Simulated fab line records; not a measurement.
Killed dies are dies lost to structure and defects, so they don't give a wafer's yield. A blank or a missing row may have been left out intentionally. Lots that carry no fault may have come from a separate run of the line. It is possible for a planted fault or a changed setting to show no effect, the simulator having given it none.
A struck lot beside a sound one || flow sky130 || 14 out of 708 route steps
Sound: the wafers L403.4, L403.5, L403.6. Wafers L397.1, L397.2, L397.3 were the ones struck. Last of all comes the cause.
Each step with rows lists, per side, the tool, then ch with its chambers, then its first start. Under that, the readings that differ: sound wafers || struck wafers || difference of the means || sigmas: that difference in standard deviations of wafers without a fault.
alike: same words and numbers on both sides, and readings whose means sit less than 2 such deviations apart. not compared: any withheld reading, any reading some wafer has no value for, any bound like >300 that may hide the same value, and any number with overlapping values for which the record gives no deviation.
A row with sigmas, a row that says differs or no value, or rows on one side alone: a step with any of these is where the two part. When numbers do not overlap yet have no deviation, they are printed without sigmas and do not part them. A reading that every wafer of one side lacks parts them only if that side has two wafers or more.

SKY_LI_CONTACT_THK_MEAS_23: measures by xrf.
  struck on film-metro-02, day 32 20:08; sound on film-metro-04, day 34 17:53
  alike: LI_CONTACT_W_THK
SKY_LI_CONTACT_CMP_24: polishes, stops on PSG, t overpolish 20 s, target thk 0 nm.
  sound on cmp-01 ch 0,1,2, day 34 18:01; struck on cmp-02 ch 1,2,3, day 32 20:25
  alike: motor-current-A, overpolish-run-s, platen-rpm, time-to-endpoint-s
SKY_LOCAL_INTERCONNECT_SPUTTER_00: material TiN, target thk 100 nm, time 83.3 s.
  struck on pvd-sputter-01, day 32 20:43; sound on pvd-sputter-01, day 34 18:13
  alike: chamber-pressure-pa, throttle-valve-pct
SKY_LOCAL_INTERCONNECT_RS_MEAS_01: uses a four-point probe to measure.
  struck on film-metro-03, day 32 20:46; sound on film-metro-03, day 34 18:20
  alike: LOCAL_INTERCONNECT_TIN_RS
SKY_LOCAL_INTERCONNECT_THK_MEAS_02: measures by xrf.
  struck on film-metro-03, day 32 20:53; sound on film-metro-03, day 34 18:26
  alike: LOCAL_INTERCONNECT_TIN_THK
then, 7 steps without rows for these wafers: SKY_LOCAL_INTERCONNECT_DEHYDRATE_03 (time 60 s); SKY_LOCAL_INTERCONNECT_HMDS_04 (prime time 60 s); SKY_LOCAL_INTERCONNECT_COAT_05 (resist thk 60 nm); SKY_LOCAL_INTERCONNECT_COAT_06 (resist thk 450 nm); SKY_LOCAL_INTERCONNECT_SOFTBAKE_07 (time 90 s); SKY_LOCAL_INTERCONNECT_EXPOSE_08 (exposes mask LI1M, target cd 170 nm); SKY_LOCAL_INTERCONNECT_PEB_09.
SKY_LOCAL_INTERCONNECT_DEVELOP_10: develop time 60 s.
  sound on litho-track-02 ch 0, day 35 20:00; struck on litho-track-02, day 33 23:00
  no value came back on the struck wafers for chill-plate-temp-C (C), develop-time-s (s); on the sound wafers chill-plate-temp-C (C) reads 23.05 23.11 23.08
{"reading": "model.KrF-thick_of_LOCAL_INTERCONNECT_COAT_06.thk-nm (nm)", "sound": "438.2 438.3 436.7", "struck": "451.4 450.9 449.6", "difference": "+12.9", "sigmas": ""}
SKY_LOCAL_INTERCONNECT_CD_MEAS_11: the cd target is 170 nm.
  struck on cd-sem-02, day 33 23:32; sound on cd-sem-02, day 35 20:29
{"reading": "cd-nm (nm)", "sound": "169.0 171.7 171.2", "struck": "- - -", "difference": "no value on the struck wafers", "sigmas": ""}

WHERE THEY PART
Last at SKY_LOCAL_INTERCONNECT_CD_MEAS_11 as far as this record goes, first at SKY_LOCAL_INTERCONNECT_DEVELOP_10.

WHY: what had been put in by the simulator
Entire step skipped (litho-track-02, SKY_LOCAL_INTERCONNECT_DEVELOP_10), from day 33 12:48 onward. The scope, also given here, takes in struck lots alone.
